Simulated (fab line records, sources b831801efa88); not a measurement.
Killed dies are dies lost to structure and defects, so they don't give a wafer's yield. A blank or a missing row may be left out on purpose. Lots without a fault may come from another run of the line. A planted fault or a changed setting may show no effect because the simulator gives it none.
One fault seen from 2 desks | flow sky130 | each desk has only its own numbers; what lay behind them comes last

THE METROLOGY DESK
What the gauges read, lot by lot, whatever tool the lot ran on: means of the sampled wafers that have a number. A lot is out of limits, marked OUT, if its mean lies more than 4 standard deviations from the usual mean; the brackets give that distance.
Columns: A = cd_nm at SKY_VT_ADJUST_HVTR_CD_MEAS_07, usual 379.8 nm; B = cd_nm at SKY_SONOS_TUNNEL_CD_MEAS_07, usual 410.4 nm; C = SONOS_TUNNEL_OVL at SKY_SONOS_TUNNEL_OVL_MEAS_08, usual 0.0 nm
lot  | first seen here | A     | B     | C
L663 | day 9 11:36     | 382.3 | 413.2 | 0.7
L664 | day 9 15:44     | 376.1 | 412.5 | -1.0
L665 | day 10 03:17    | 379.7 | 413.5 | -1.0
L666 | day 10 06:59    | 379.0 | 409.2 | -1.2
L667 | day 10 17:19    | 381.3 | 407.7 | 0.4
L668 | day 10 20:25    | 377.5 | 407.8 | 0.0
L671 | day 11 22:28    | 378.1 | 410.4 | 2.0
L672 | day 12 04:13    | 377.7 | 413.4 | 1.7
L680 | day 14 18:21    | 379.7 | 413.4 | -1.1
L682 | day 15 10:27    | 378.0 | 407.7 | 0.0
L683 | day 15 17:41    | 377.7 | 408.9 | -1.3
L684 | day 16 03:52    | 381.5 | 407.0 | -0.5
L685 | day 16 11:13    | 383.4 | 410.4 | 0.6
L686 | day 17 00:02    | 384.0 | 412.1 | 0.6
This desk's finding: nothing out of limits on any of the 14 lots.

THE TOOL OWNER'S DESK: rie_si-01
The tool's own readings at SKY_FIELD_ISO_ETCH_17 (etches Si in HBr/Cl2/O2, target depth 342 nm, time 97.7 s): means of the sampled wafers that have a number, for each lot that ran on this tool. A lot is out of limits, marked OUT, if its mean lies more than 4 standard deviations from the usual mean; the brackets give that distance.
Columns: A = drypump_motor_current_A at SKY_FIELD_ISO_ETCH_17, usual 5.8 A; B = oes_product_au at SKY_FIELD_ISO_ETCH_17, usual 1.003 a.u.; C = throttle_valve_pct at SKY_FIELD_ISO_ETCH_17, usual 25.656 %
lot  | first seen here | A   | B               | C
L663 | day 2 05:28     | 5.8 | 0.997           | 25.656
L666 | day 2 21:10     | 5.8 | 1.009           | 25.655
L667 | day 3 03:06     | 5.5 | 0.995           | 25.665
L668 | day 3 06:55     | 5.6 | 0.996           | 25.653
L671 | day 3 22:58     | 5.9 | 1.159 (+23) OUT | 25.539 (-13) OUT
L672 | day 4 02:58     | 5.9 | 1.143 (+21) OUT | 25.547 (-12) OUT
L682 | day 6 11:55     | 5.7 | 1.007           | 25.659
L683 | day 6 16:15     | 5.9 | 1.008           | 25.660
L684 | day 7 00:31     | 5.9 | 1.015           | 25.646
L686 | day 7 06:40     | 5.7 | 1.007           | 25.656
This desk's finding: out of limits on L671, L672; first on L671, day 3 22:58 (oes_product_au at SKY_FIELD_ISO_ETCH_17). In limits: L663, L666, L667, L668, L682, L683, L684, L686.

PUT TOGETHER
The tool owner's desk could have raised an alarm at day 3 22:58, on L671, L672.
The metrology desk saw nothing out of limits.
The metrology desk has L671, L672 on record, within its limits.
Of the lots named, all ran SKY_FIELD_ISO_ETCH_17 on rie_si-01.

WHAT THE SIMULATOR HAD PUT IN
Process parameter drift: rie_si-01, from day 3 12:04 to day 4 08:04, at SKY_FIELD_ISO_ETCH_17. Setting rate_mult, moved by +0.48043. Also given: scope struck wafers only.
Lots struck among those shown: L671, L672.
Hours from the fault's start to each desk's first reading out of limits: the tool owner's desk, 11.
